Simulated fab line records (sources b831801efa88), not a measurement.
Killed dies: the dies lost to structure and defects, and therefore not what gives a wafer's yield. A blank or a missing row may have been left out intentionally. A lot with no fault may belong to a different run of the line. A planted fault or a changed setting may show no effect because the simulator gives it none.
A single fault, viewed from 2 desks | flow gf180mcu | only its own numbers are on each desk; what lay behind them is given at the end

THE TOOL OWNER'S DESK: litho track-02
The tool's own readings at GF_VT_IMPLANT_SOFTBAKE_25 (time 60 s): means of the sampled wafers that have a number, for each lot that ran on this tool. Any lot whose mean is over 4 standard deviations away from the usual mean is out of limits and marked OUT; that distance is given in the brackets.
Columns: A = heater power total W at GF_VT_IMPLANT_SOFTBAKE_25, usual 56.60 W; B = run length s at GF_VT_IMPLANT_SOFTBAKE_25, usual 88.92 s
lot  | first seen here | A               | B
L442 | day 6 11:46     | 56.57           | 88.95
L449 | day 8 11:56     | 56.57           | 88.82
L451 | day 8 22:38     | 56.59           | 89.03
L453 | day 9 11:58     | 57.57 (+24) OUT | 85.80 (-28) OUT
L454 | day 9 17:23     | 57.54 (+23) OUT | 85.67 (-30) OUT
This desk finds L453, L454 out of limits, L453 being first, at day 9 11:58 (heater power total W at GF_VT_IMPLANT_SOFTBAKE_25). Within limits: L442, L449, L451.

FROM THE METROLOGY DESK
What the gauges read for every lot (on any tool): the sampled wafers with a number, averaged. Any lot whose mean is over 4 standard deviations away from the usual mean is out of limits and marked OUT; that distance is given in the brackets.
Columns: A = STI_OXIDATION_THK at GF_STI_THK_MEAS_02, usual 9.98 nm; B = STI_OXIDATION_01_THK at GF_STI_THK_MEAS_22, usual 14.94 nm
lot  | first seen here | A     | B
L442 | day 1 11:31     | 10.25 | 15.19
L443 | day 1 17:01     | 9.99  | 14.98
L444 | day 1 23:47     | 10.19 | 15.08
L445 | day 2 03:42     | 10.21 | 14.46
L446 | day 2 09:09     | 9.98  | 14.60
L449 | day 2 22:47     | 9.87  | 15.21
L451 | day 3 09:01     | 9.78  | 14.77
L453 | day 3 18:41     | 9.87  | 15.10
L454 | day 3 23:31     | 10.11 | 15.05
L457 | day 4 15:47     | 10.16 | 14.66
L458 | day 4 19:32     | 10.16 | 14.94
L459 | day 5 00:32     | 9.92  | 15.01
L464 | day 6 01:33     | 9.82  | 14.79
L465 | day 6 06:31     | 9.80  | 15.31
Result from this desk: across the 14 lots, nothing is out of limits.

ALL TOGETHER
At day 9 11:58, on L453, L454, the tool owner's desk was in a position to raise an alarm.
From the metrology desk's view, nothing was out of limits.
The metrology desk has L453, L454 on record, within its limits.
Of the lots named, all ran GF_VT_IMPLANT_SOFTBAKE_25 on litho track-02.

WHAT WAS PUT IN BY THE SIMULATOR
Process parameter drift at GF_VT_IMPLANT_SOFTBAKE_25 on litho track-02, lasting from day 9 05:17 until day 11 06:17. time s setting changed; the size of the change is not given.
Shown lots that were struck: L453, L454.
Delay in hours, fault start to first out-of-limits reading, by desk: the tool owner's desk at 7.
